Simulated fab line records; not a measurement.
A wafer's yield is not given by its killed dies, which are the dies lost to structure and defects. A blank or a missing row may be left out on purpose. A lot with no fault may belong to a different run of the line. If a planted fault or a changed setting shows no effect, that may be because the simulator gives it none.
Split-lot experiment + flow sfq line + route with 325 steps; 5 lots, 23 wafers read

ON THE SPLIT
At SFQ_TRILAYER_I0_VIA_LITHO_COAT_036 (resist thk 62 nm), the setting spin rpm was moved away from the recipe's 3000 rpm on 7 of the 23 wafers read, by -4.4% to +4.5%. The other wafers ran this setting at the recipe's value.

The split's own step is where the reading is taken.

THE READING
BARC_of_TRILAYER_I0_VIA_LITHO_COAT_036.thk nm (the simulator's own value, which no gauge read), in nm, at SFQ_TRILAYER_I0_VIA_LITHO_COAT_036 (resist thk 62 nm). The file does not state a usual value for it. Across the 16 wafers here that went through the recipe, the average is 61.92 nm and the standard deviation 0.26 nm.

| wafer  | tool, chamber at the split | spin rpm as run, rpm | against the recipe | BARC_of_TRILAYER_I0_VIA_LITHO_COAT_036.thk nm, nm | against lot-mates on the recipe |
|--------|----------------------------|----------------------|--------------------|---------------------------------------------------|---------------------------------|
| L074.1 | litho track-03, 0          | 3000                 | recipe             | 62.26                                             | -                               |
| L074.3 | litho track-03, 0          | 3000                 | recipe             | 62.15                                             | -                               |
| L074.4 | litho track-03, 0          | 3000                 | recipe             | 62.3                                              | -                               |
| L074.5 | litho track-03, 0          | 3000                 | recipe             | 62.13                                             | -                               |
| L074.6 | litho track-03, 0          | 3000                 | recipe             | 62.12                                             | -                               |
| L079.2 | litho track-01, 0          | 3000                 | recipe             | 61.9                                              | -                               |
| L079.3 | litho track-01, 0          | 2868                 | -4.4%              | 63.63                                             | +1.64                           |
| L079.4 | litho track-01, 0          | 3000                 | recipe             | 62.24                                             | -                               |
| L079.5 | litho track-01, 0          | 2868                 | -4.4%              | 63.51                                             | +1.52                           |
| L079.6 | litho track-01, 0          | 3000                 | recipe             | 61.84                                             | -                               |
| L081.2 | litho track-02, 0          | 3000                 | recipe             | 61.91                                             | -                               |
| L081.3 | litho track-02, 0          | 3000                 | recipe             | 61.99                                             | -                               |
| L081.4 | litho track-02, 0          | 3000                 | recipe             | 61.79                                             | -                               |
| L082.2 | litho track-02, 0          | 3000                 | recipe             | 61.51                                             | -                               |
| L082.3 | litho track-02, 0          | 3136                 | +4.5%              | 60.12                                             | -1.36                           |
| L082.4 | litho track-02, 0          | 3000                 | recipe             | 61.44                                             | -                               |
| L082.5 | litho track-02, 0          | 3000                 | recipe             | 61.49                                             | -                               |
| L082.6 | litho track-02, 0          | 3136                 | +4.5%              | 60.24                                             | -1.24                           |
| L083.1 | litho track-03, 0          | 2898                 | -3.4%              | 63.01                                             | +1.14                           |
| L083.2 | litho track-03, 0          | 3000                 | recipe             | 61.85                                             | -                               |
| L083.3 | litho track-03, 0          | 2898                 | -3.4%              | 62.86                                             | +0.99                           |
| L083.4 | litho track-03, 0          | 3000                 | recipe             | 61.88                                             | -                               |
| L083.6 | litho track-03, 0          | 2898                 | -3.4%              | 63.02                                             | +1.16                           |

FIT RESULTS
A straight line over all 23 wafers: BARC_of_TRILAYER_I0_VIA_LITHO_COAT_036.thk nm changes by -0.36 nm for each +1% of spin rpm; r = -0.96; the points scatter about the line by 0.25 nm.
The same after taking each lot's own level away (the mean of its wafers on the recipe; 23 wafers): -0.319 nm for each +1%; r = -0.99; scatter 0.11 nm.
According to that fit, moving spin rpm by its largest amount changes the reading by 1.4 nm.
The span of the lots' own levels, 61.480 to 62.192 nm, comes to 2.7 times the standard deviation stated above.
So the lot-to-lot level changes the slope: the two fits differ.
Check: with one of the wafers moved furthest among these (+4.5%) left out of the fit, the line predicts -1.44 nm for it against its lot-mates. It came out at -1.36 nm against them.

ADDITIONAL SPLITS CARRIED BY THESE WAFERS
Note: prior to the reading, these wafers also went through further splits. Each is held against what the fit with the lots' levels taken away leaves over:
| other split on the same wafers                   | wafers away from the commonest value | r with BARC_of_TRILAYER_I0_VIA_LITHO_COAT_036.thk nm (lot level and that fit taken away) |
|--------------------------------------------------|--------------------------------------|------------------------------------------------------------------------------------------|
| SFQ_TRILAYER_INCOMING_OXIDATION_002 ox time s    | 15                                   | +0.06                                                                                    |
| SFQ_TRILAYER_L0_LITHO_PEB_008 peb time s         | 5                                    | -0.10                                                                                    |
| SFQ_TRILAYER_L0_BARC_OPEN_METAL_ETCH_010 icp w   | 8                                    | +0.18                                                                                    |
| SFQ_TRILAYER_L0_VIA_LITHO_COAT_018 resist thk nm | 8                                    | -0.04                                                                                    |
| SFQ_TRILAYER_M0_LITHO_EXPOSE_022 dose mj         | 7                                    | +0.00                                                                                    |

FILE'S OWN FIT
BARC_of_TRILAYER_I0_VIA_LITHO_COAT_036.thk nm changes by -0.322 nm for each +1% of spin rpm, r = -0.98.
